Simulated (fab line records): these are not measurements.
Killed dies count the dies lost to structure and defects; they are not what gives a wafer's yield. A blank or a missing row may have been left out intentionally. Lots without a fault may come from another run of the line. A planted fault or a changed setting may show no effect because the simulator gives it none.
Which of the tools did it? | flow sfq_line | Sampling: 14 lots, 42 wafers, 2 of 325 route steps

== WHAT EACH GAUGE READ, for each wafer ==
SFQ_I3_BOW_MEAS_922. Usual: I3_BOW 2 um, standard deviation 8.3.
lot  | measured     | on            | I3_BOW (um) | flag
L386 | day 28 06:03 | film_metro-04 | -7 5 0      |
L387 | day 29 00:12 | film_metro-04 | 5 6 2       |
L388 | day 29 06:11 | film_metro-01 | 0 -3 5      |
L389 | day 29 09:07 | film_metro-04 | -2 -3 -13   |
L390 | day 29 12:07 | film_metro-02 | 2 4 -9      |
L392 | day 33 18:07 | film_metro-01 | 1 12 5      |
L394 | day 34 11:35 | film_metro-01 | -3 -15 -1   |
L396 | day 34 23:35 | film_metro-02 | 9 10 7      |
L397 | day 35 06:08 | film_metro-02 | 0 -7 15     |
L398 | day 35 18:13 | film_metro-02 | 0 0 10      |
L399 | day 36 03:07 | film_metro-02 | 6 1 12      |
L407 | day 38 12:38 | film_metro-04 | -1 -9 5     |
L408 | day 38 15:36 | film_metro-02 | 14 14 6     |
L409 | day 38 18:40 | film_metro-01 | -2 4 8      |

== EACH LOT AND THE TOOL THAT RAN IT (in order: tool; ch and the chambers of the sampled wafers; start) ==
lot  | SFQ_TRILAYER_M3_STRIP_STRIP_079
L386 | rie_metal-03 ch 0,1, day 27 23:46
L387 | rie_metal-01 ch 0,1, day 28 17:53
L388 | rie_metal-01 ch 0,1, day 28 22:41
L389 | rie_metal-02 ch 0,1, day 29 01:05
L390 | rie_metal-03 ch 1, day 29 02:28
L392 | rie_metal-03 ch 1, day 32 22:35
L394 | rie_metal-02 ch 0,1, day 33 11:44
L396 | rie_metal-02 ch 0,1, day 34 07:40
L397 | rie_metal-03 ch 0,1, day 34 18:35
L398 | rie_metal-02 ch 0,1, day 35 03:03
L399 | rie_metal-03 ch 0,1, day 35 14:59
L407 | rie_metal-01 ch 0,1, day 37 19:02
L408 | rie_metal-01 ch 0,1, day 37 22:26
L409 | rie_metal-01 ch 0,1, day 38 02:14
- SFQ_TRILAYER_M3_STRIP_STRIP_079: strips in O2.

== AS READ BY THE TOOLS THEMSELVES (means over the sampled wafers that have a number; for cases with no such wafer, the mark the record gives instead) ==
SFQ_TRILAYER_M3_STRIP_STRIP_079. Usual: drypump_motor_current_A 5.7 A, standard deviation 0.5; oes_product_au 0.997 a.u., standard deviation 0.008.
lot  | tool         | drypump_motor_current_A (A) | oes_product_au (a.u.) | flag
L386 | rie_metal-03 | 5.6                         | 1.008                 |
L387 | rie_metal-01 | 5.4                         | 1.006                 |
L388 | rie_metal-01 | 5.4                         | 1.004                 |
L389 | rie_metal-02 | 6.4                         | 0.987                 |
L390 | rie_metal-03 | 5.0                         | 0.997                 |
L392 | rie_metal-03 | 5.0                         | 1.000                 |
L394 | rie_metal-02 | 6.4                         | 0.991                 |
L396 | rie_metal-02 | 6.2                         | 0.998                 |
L397 | rie_metal-03 | 5.7                         | 1.000                 |
L398 | rie_metal-02 | 6.4                         | 0.988                 |
L399 | rie_metal-03 | 5.6                         | 1.001                 |
L407 | rie_metal-01 | 5.6                         | 1.006                 |
L408 | rie_metal-01 | 5.4                         | 0.994                 |
L409 | rie_metal-01 | 5.5                         | 0.993                 |

== THE ANSWER, worked out from the rows above alone ==
Rule: take the mean of a lot's wafers that have a number; if it is more than 3 standard deviations from the usual mean, the lot is off. Also off: a lot with no number at a reading for which 4 or more lots have one. The other lots that the step has rows for count as sound. The gauges are gone through in route order, then the tools' own readings, and for those a lot's mean is taken as printed above. The first step at which some lot is off is used, and at that step the reading that is off furthest; a lot without a number counts as furthest.
No lot is off on any of the readings shown, so nothing can be concluded from this.

== WHAT HAD BEEN PUT IN BY THE SIMULATOR ==
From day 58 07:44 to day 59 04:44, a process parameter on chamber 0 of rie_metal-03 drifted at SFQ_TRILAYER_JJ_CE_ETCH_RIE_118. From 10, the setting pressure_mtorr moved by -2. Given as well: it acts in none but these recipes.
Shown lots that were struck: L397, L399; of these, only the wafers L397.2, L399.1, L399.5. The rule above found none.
